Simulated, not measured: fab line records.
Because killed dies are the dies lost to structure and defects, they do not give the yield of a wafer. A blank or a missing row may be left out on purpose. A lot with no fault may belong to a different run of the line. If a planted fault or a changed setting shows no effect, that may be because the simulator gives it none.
Struck lot and sound lot, side by side || flow sky130 || 38 steps out of a route of 708
Sound: these wafers, L296.1, L296.2, L296.3. Struck: wafers L289.1, L289.3, L289.5. The cause is named last.
Per side, at each step with rows, come the tool, then ch with its chambers, and then its first start. Under that, the readings that differ: sound wafers || struck wafers || difference of the means || sigmas: that difference in standard deviations of wafers without a fault.
alike: readings with means less than 2 such deviations apart, plus words and numbers identical on both sides. not compared: withheld readings, readings lacking a value on some wafer, bounds such as >300 that could conceal the same value, and numbers that have no deviation in the record and whose values overlap.
The two part at a step that has a row with sigmas, a row that says differs or no value, or rows on one side only. Numbers that don't overlap but have no deviation are shown without sigmas and don't part them. A reading missing from all wafers of one side parts the sides only when that side holds two or more wafers.

first, 10 steps without rows for these wafers: SKY_RES_PROTECT_DEHYDRATE_00 (time 60 s); SKY_RES_PROTECT_HMDS_01 (prime time 60 s); SKY_RES_PROTECT_COAT_02 (resist thk 1140 nm); SKY_RES_PROTECT_SOFTBAKE_03 (time 60 s); SKY_RES_PROTECT_EXPOSE_04 (exposes mask RPM, target cd 1270 nm); SKY_RES_PROTECT_PEB_05; SKY_RES_PROTECT_DEVELOP_06 (develop time 60 s); SKY_POLY_GATE_IMPLANT_02; SKY_RES_PROTECT_STRIP_07 (strips in O2/N2); SKY_RES_PROTECT_CLEAN_09 (cleans in SC1/SC2, time 150 s).
SKY_POLY_GATE_CVD_03: deposits Si3N4 from DCS/NH3, target thk 75 nm, time 1290 s.
  sound on lpcvd-02 ch 1, day 24 01:58; struck on lpcvd-02 ch 1, day 21 07:18
{"reading": "model.Si3N4_of_POLY_GATE_CVD_03.thk nm (nm)", "sound": "75.15 75.22 75.3", "struck": "46.48 45.94 46.3", "difference": -28.98, "sigmas": ""}
  alike: pressure mtorr, spike tc lower C, spike tc top C
SKY_POLY_GATE_THK_MEAS_04:
  sound on film metro-02, day 24 03:19; struck on film metro-03, day 21 08:40
{"reading": "POLY_GATE_CVD_03_THK (nm)", "sound": "75.1 75.2 75.4", "struck": "46.5 45.9 46.4", "difference": -29.0, "sigmas": -41}
then, 9 steps without rows for these wafers: SKY_POLY_GATE_DEHYDRATE_05 (time 60 s); SKY_POLY_GATE_HMDS_06 (prime time 60 s); SKY_POLY_GATE_COAT_07 (resist thk 110 nm); SKY_POLY_GATE_COAT_08 (resist thk 450 nm); SKY_POLY_GATE_SOFTBAKE_09 (time 88.84 s); SKY_POLY_GATE_EXPOSE_10 (exposes mask P1M, target cd 150 nm); SKY_POLY_GATE_PEB_11; SKY_POLY_GATE_DEVELOP_12 (develop time 60 s); SKY_POLY_GATE_ETCH_15 (etches BARC in N2/H2, stops on SiO2, time 118.5 s, target depth 110 nm).
SKY_POLY_GATE_ETCH_16: etches Si3N4 in CH3F/O2, stops on poly-Si, time 147.5 s, target depth 75 nm.
  sound on rie diel-03 ch 0,1,2, day 25 08:53; struck on rie diel-03 ch 0,2, day 22 13:37
{"reading": "oes product au (a.u.)", "sound": "0.641 0.640 0.640", "struck": "0.534 0.531 0.541", "difference": -0.105, "sigmas": -21}
{"reading": "throttle valve pct (%)", "sound": "10.532 10.543 10.534", "struck": "10.512 10.526 10.519", "difference": -0.017, "sigmas": -2}
{"reading": "model.etch.depth nm (nm)", "sound": "75.15 75.22 75.3", "struck": "46.48 45.94 46.3", "difference": -28.98, "sigmas": ""}
  alike: ch3f flow sccm, drypump motor current A
  not compared: rf hours counter h
then, 13 steps without rows for these wafers: SKY_POLY_GATE_ETCH_17 (etches poly-Si in HBr/Cl2, stops on SiO2, target depth 180 nm, time 70.5 s); SKY_POLY_GATE_STRIP_18 (strips in O2/N2); SKY_POLY_GATE_CLEAN_19 (cleans in SC1/SC2, time 150 s); SKY_POLY_GATE_OXIDATION_20 (stabilise 600 s, purge 300 s, target thk 4 nm); SKY_LDD_N_DEHYDRATE_00 (time 60 s); SKY_LDD_N_HMDS_01 (prime time 60 s); SKY_LDD_N_COAT_02 (resist thk 300 nm); SKY_LDD_N_SOFTBAKE_03 (time 60 s); SKY_LDD_N_EXPOSE_04 (exposes mask NTM, target cd 840 nm); SKY_LDD_N_PEB_05; SKY_LDD_N_DEVELOP_06 (develop time 60 s); SKY_LDD_N_IMPLANT_08; SKY_LDD_N_IMPLANT_09.
-- here the record skips 6 days between the struck wafers' starts before and after, leaving off in module LDD_N and picking up in module LDD_LDN (first step shown: number 303 of the route) --
SKY_LDD_LDN_CLEAN_14: cleans in SC1/SC2, time 150 s.
  sound on wet bench-03 ch 0, day 31 11:53; struck on wet bench-04 ch 2, day 28 21:44
{"reading": "model.Si3N4_of_POLY_GATE_CVD_03.thk nm (nm)", "sound": "75.01 75.08 75.17", "struck": "46.34 45.8 46.16", "difference": -28.99, "sigmas": ""}
SKY_POLY_CUT_ETCH_11: etches Si3N4 in CF4/CH2F2/Ar, stops on poly-Si, time 42.5 s, target depth 60 nm.
  sound on rie diel-04 ch 0,2,3, day 32 18:18; struck on rie diel-02 ch 0,3, day 30 03:11
{"reading": "oes product au (a.u.)", "sound": "0.829 0.821 0.831", "struck": "0.654 0.657 0.659", "difference": -0.170, "sigmas": -27}
{"reading": "model.etch.depth nm (nm)", "sound": "62 61.93 62.11", "struck": "38.49 37.94 38.22", "difference": -23.80, "sigmas": ""}
{"reading": "model.POLY_CUT.feature depth nm (nm)", "sound": "62 61.93 62.11", "struck": "38.49 37.94 38.22", "difference": -23.80, "sigmas": ""}
  alike: drypump motor current A, throttle valve pct
  not compared: rf hours counter h
-- here the record skips 20 days between the struck wafers' starts before and after, leaving off in module POLY_CUT and picking up in module PAD_OPEN (first step shown: number 708 of the route) --
SKY_PAD_OPEN_PROBE_99:
  sound on prober-02, day 51 11:15; struck on prober-02, day 49 16:49
  alike: killed_at_M0_to_M3, killed_at_M4_up, killed at contacts, killed at front end, killed at other, killed dies, killed open, killed short
  not compared: model.etest.cap li to poly.c af um2

WHERE THEY PART
Last at SKY_POLY_CUT_ETCH_11 as far as this record goes, first at SKY_POLY_GATE_THK_MEAS_04. Later steps at which nothing parts them and some readings are alike: SKY_PAD_OPEN_PROBE_99.

WHY: what the simulator had put in
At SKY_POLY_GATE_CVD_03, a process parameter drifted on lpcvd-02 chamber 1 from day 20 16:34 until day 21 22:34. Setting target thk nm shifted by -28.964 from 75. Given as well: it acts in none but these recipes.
